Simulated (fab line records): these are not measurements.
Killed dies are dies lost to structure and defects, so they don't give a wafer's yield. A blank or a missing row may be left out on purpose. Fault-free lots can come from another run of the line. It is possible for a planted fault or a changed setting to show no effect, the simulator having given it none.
Which tool is to blame? | flow gf180mcu | 7 lots, 21 wafers sampled, at 1 step of a route of 602

## WHAT EACH GAUGE READ, for each wafer
GF_PSD_OVL_MEAS_08.
lot  | measured     | on         | PSD_OVL (nm)
L265 | day 15 03:43 | overlay-02 | -3.1 -1.7 -1.5
L267 | day 15 20:02 | overlay-02 | 2.7 0.3 1.4
L270 | day 16 19:04 | overlay-01 | -2.2 -3.5 -3.8
L272 | day 17 07:44 | overlay-01 | 0.0 1.1 -0.8
L274 | day 18 00:37 | overlay-01 | -0.6 -0.3 0.6
L281 | day 20 15:04 | overlay-01 | -3.4 -3.9 -3.9
L285 | day 22 09:27 | overlay-02 | 2.5 3.4 3.1

## WHICH TOOL RAN EACH LOT (tool, then ch and the chambers of the sampled wafers, then the start)
No process step before these readings appears in the record.

## THE ANSWER, worked out from the rows above alone
Rule: the usual values come from the lots themselves. Put in order of their means at a reading, lots are off if they are a third of the lots or fewer, leave a main group of 4 or more, and stand apart from it by a gap of 3 or more times the standard deviation of the main group's means; of several such gaps the widest counts. A main group is skipped when, at the precision printed for the reading in the tables above, its means are all equal. Also off: a lot with no number at a reading for which 4 or more lots have one. All remaining lots with rows at the step are treated as sound.
None of the lots is off at any reading shown; this tells nothing.

## WHAT THE SIMULATOR HAD PUT IN
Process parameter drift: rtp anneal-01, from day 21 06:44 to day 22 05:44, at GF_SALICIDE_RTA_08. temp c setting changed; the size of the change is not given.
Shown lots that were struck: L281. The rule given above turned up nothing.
